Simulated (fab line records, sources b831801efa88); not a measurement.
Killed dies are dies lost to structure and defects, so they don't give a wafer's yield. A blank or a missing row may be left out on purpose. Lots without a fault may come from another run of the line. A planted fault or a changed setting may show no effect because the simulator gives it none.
A struck lot beside a sound one | flow sky130 | 16 steps out of a route of 708
Sound: wafers L476.3, L476.4, L476.5. Struck: wafers L491.1, L491.2, L491.5. The cause comes at the end.
At each step with rows: each side's tool, then ch and its chambers, then its first start. Under that, the readings that differ: sound wafers | struck wafers | difference of the means | sigmas: that difference in standard deviations of wafers without a fault.
alike: readings whose means differ by less than 2 such deviations, and words and numbers that are the same on both sides. not compared: withheld readings, readings that some wafer has no value for, bounds like >300 that may hide the same value, and numbers for which the record gives no deviation and whose values overlap.
The two part at a step that has a row with sigmas, a row that says differs or no value, or rows on one side only. Numbers that don't overlap but have no deviation are shown without sigmas and don't part them. A reading that every wafer of one side lacks parts them only if that side has two wafers or more.

SKY_SD_N_OVL_MEAS_08:
  sound on overlay-02, day 28 15:28; struck on overlay-02, day 33 04:31
  alike: SD_N_OVL
then, 2 steps without rows for these wafers: SKY_SD_N_IMPLANT_09; SKY_SD_N_IMPLANT_10.
SKY_SD_N_STRIP_11: strips in O2/N2.
  sound on plasma_asher-02 ch 0,1, day 28 15:50; struck on plasma_asher-02 ch 0,1, day 33 04:50
  alike: drypump_motor_current_A, oes_product_au, strip_time_to_endpoint_s
  not compared: rf_hours_counter_h
SKY_SD_N_TW_MEAS_12:
  sound on film_metro-03, day 28 15:55; struck on film_metro-02, day 33 04:56
  alike: SD_N_TW
then, 1 step without rows for these wafers: SKY_SD_N_CLEAN_13 (cleans in SC1/SC2, time 150 s).
SKY_SD_N_RTA_14: time 2 s.
  sound on rtp_anneal-01 ch 0, day 28 16:01; struck on rtp_anneal-02 ch 0, day 33 05:04
  reading           | sound                | struck               | difference | sigmas
  anneal_temp_c_max | 1086.7 1081.8 1085.2 | 1079.8 1078.7 1078.7 | -5.5       | -2
  alike: chamber_o2_ppm, lamp_power_pct, ramp_up_c_per_s, wafer_temp_C_max
SKY_SD_N_RS_MEAS_16: measures by four-point-probe.
  sound on film_metro-02, day 28 16:13; struck on film_metro-03, day 33 05:14
  alike: SD_N_RS
SKY_SD_N_RS_MEAS_17: measures by four-point-probe.
  sound on film_metro-02, day 28 16:20; struck on film_metro-03, day 33 05:21
  alike: SD_P_RS
SKY_SD_N_RS_MEAS_18: measures by four-point-probe.
  sound on film_metro-02, day 28 16:28; struck on film_metro-03, day 33 05:28
  alike: RES_XHIGH_RS
then, 1 step without rows for these wafers: SKY_SALICIDE_CLEAN_00 (cleans in HF-last, time 30 s).
SKY_LI_CONTACT_HDPCVD_00: deposits PSG, target thk 930 nm, time 155 s.
  sound on hdpcvd-02 ch 0,1, day 28 16:33; struck on hdpcvd-02 ch 1,2, day 33 05:37
  reading                                       | sound             | struck            | difference | sigmas
  sih4_flow_sccm (sccm)                         | 59.93 60.13 59.87 | 48.03 47.91 47.93 | -12.02     | -63
  model.PSG_of_LI_CONTACT_HDPCVD_00.thk_nm (nm) | 905.7 910.6 938.1 | 743.3 743.6 749.1 | -172.8     |
  alike: pressure_mtorr
SKY_LI_CONTACT_THK_MEAS_01:
  sound on film_metro-02, day 28 16:41; struck on film_metro-04, day 33 05:43
  reading                    | sound       | struck      | difference | sigmas
  LI_CONTACT_HDPCVD_THK (nm) | 906 910 939 | 743 743 750 | -173       | -18
SKY_LI_CONTACT_CMP_02: polishes PSG.
  sound on cmp-01 ch 1,3, day 28 16:43; struck on cmp-01 ch 0,1,3, day 33 05:52
  reading                | sound          | struck         | difference | sigmas
  time_to_endpoint_s (s) | 32.9 29.3 32.9 | 16.6 16.9 14.1 | -15.8      | -6
  alike: edge_zone_pressure_frac, motor_current_A
SKY_LI_CONTACT_BOW_MEAS_03:
  sound on film_metro-02, day 28 17:04; struck on film_metro-04, day 33 06:04
  alike: LI_CONTACT_BOW
-- the record jumps here: 17 days lie between the struck wafers' starts before and after (it left off in module LI_CONTACT and takes up again in module PAD_OPEN, whose first step shown is number 708 of the route) --
SKY_PAD_OPEN_PROBE_99:
  sound on prober-02, day 46 18:09; struck on prober-01, day 50 02:32
  reading            | sound    | struck   | difference | sigmas
  killed_at_M0_to_M3 | 51 46 51 | 32 35 40 | -14        | -2
  killed_at_other    | 3 0 3    | 0 0 0    | -2         | -3
  alike: killed_at_M4_up, killed_at_contacts, killed_at_front_end, killed_dies, killed_open, killed_short

WHERE THEY PART
First at SKY_SD_N_RTA_14; last, within this record, at SKY_PAD_OPEN_PROBE_99.

WHY: what the simulator had put in
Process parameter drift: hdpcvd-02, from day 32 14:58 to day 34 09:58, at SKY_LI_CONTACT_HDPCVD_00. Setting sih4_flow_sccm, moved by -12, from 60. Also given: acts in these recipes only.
